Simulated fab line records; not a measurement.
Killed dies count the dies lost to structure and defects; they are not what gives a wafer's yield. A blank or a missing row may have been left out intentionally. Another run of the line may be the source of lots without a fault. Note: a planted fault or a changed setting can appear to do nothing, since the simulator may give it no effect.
Struck lot and sound lot, side by side    flow sky130    15 out of 708 route steps
Sound: wafers L234.1, L234.4, L234.5. Struck: wafer L242.6 (left out: L242.4, L242.5 of the same lot, which were not struck); the cause appears at the end.
Per side, at each step with rows, come the tool, then ch with its chambers, and then its first start. Under that, the readings that differ: sound wafers    struck wafers    difference of the means    sigmas: that difference in standard deviations of wafers without a fault.
alike: readings with means less than 2 such deviations apart, plus words and numbers identical on both sides. not compared: withheld readings, readings lacking a value on some wafer, bounds such as >300 that could conceal the same value, and numbers that have no deviation in the record and whose values overlap.
A row with sigmas, a row that says differs or no value, or rows on one side alone: a step with any of these is where the two part. Numbers that have no deviation but don't overlap get no sigmas and don't part them. Lack of a reading on every wafer of one side parts them only where that side has two or more wafers.

SKY_VIA1_OVL_MEAS_13:
  sound on overlay-01, day 33 23:27; struck on overlay-02, day 37 06:44
  alike: VIA1_OVL
SKY_VIA1_ETCH_14: etches BARC in N2/H2, stops on SiO2, time 45.9 s, target depth 60 nm.
  sound on rie diel-02 ch 1,3, day 33 23:29; struck on rie diel-03 ch 2, day 37 06:45
  alike: drypump motor current A, oes product au, throttle valve pct
  not compared: rf hours counter h
SKY_VIA1_ETCH_15: etches SiO2 in C4F8/O2/Ar, stops on TiN, target depth 351 nm, time 54 s.
  sound on rie diel-02 ch 1,3, day 33 23:31; struck on rie diel-03 ch 2, day 37 06:48
  alike: oes product au
  not compared: rf hours counter h
SKY_VIA1_STRIP_16: strips in O2/N2.
  sound on plasma asher-02 ch 0,1, day 33 23:34; struck on plasma asher-01 ch 0, day 37 06:53
  alike: drypump motor current A, oes product au, strip time to endpoint s
  not compared: rf hours counter h
then, 5 steps without rows for these wafers: SKY_VIA1_STRIP_17 (strips in post etch residue remover, time 1200 s); SKY_VIA1_CLEAN_18 (cleans in IPA, time 180 s); SKY_VIA1_CLEAN_19 (cleans in O3/DIW); SKY_VIA1_SPUTTER_20 (material TiN, target thk 20 nm, time 80 s); SKY_VIA1_CVD_21 (deposits W, target thk 270 nm, time 80.902 s).
SKY_VIA1_RS_MEAS_22: a four-point-probe measurement.
  sound on film metro-02, day 34 00:19; struck on film metro-03, day 37 07:39
  alike: VIA1_W_RS
SKY_VIA1_THK_MEAS_23: measures by xrf.
  sound on film metro-02, day 34 00:26; struck on film metro-03, day 37 07:44
  alike: VIA1_W_THK
SKY_VIA1_CMP_24: polishes, stops on SiO2, t overpolish 15 s, target thk 0 nm.
  sound on cmp-02 ch 1,2, day 34 00:30; struck on cmp-01 ch 1, day 37 07:49
  alike: motor current A, overpolish run s, slurry flow ml min, time to endpoint s
SKY_METAL2_SPUTTER_00: material Ti, target thk 15 nm, time 10.38 s.
  sound on pvd sputter-02, day 34 00:48; struck on pvd sputter-02, day 37 08:05
reading                   sound                 struck  difference  sigmas
chamber pressure pa (Pa)  0.4005 0.4003 0.3995  0.4498  +0.0497     +67
  alike: throttle valve pct
SKY_METAL2_SPUTTER_01: material TiN, target thk 20 nm, time 16.7 s.
  sound on pvd sputter-02, day 34 00:49; struck on pvd sputter-02, day 37 08:06
  alike: chamber pressure pa, throttle valve pct
after that, 1 step had no rows for these wafers: SKY_PAD_OPEN_PROBE_99.

== WHERE THEY PART ==
SKY_METAL2_SPUTTER_00 only, going by this record. Later steps at which nothing parts them and some readings are alike: SKY_METAL2_SPUTTER_01.

WHY: whatever the simulator had introduced
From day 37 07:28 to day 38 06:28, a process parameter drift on pvd sputter-02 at SKY_METAL2_SPUTTER_00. Setting chamber pressure pa, moved by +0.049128, from 0.4. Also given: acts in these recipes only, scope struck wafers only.
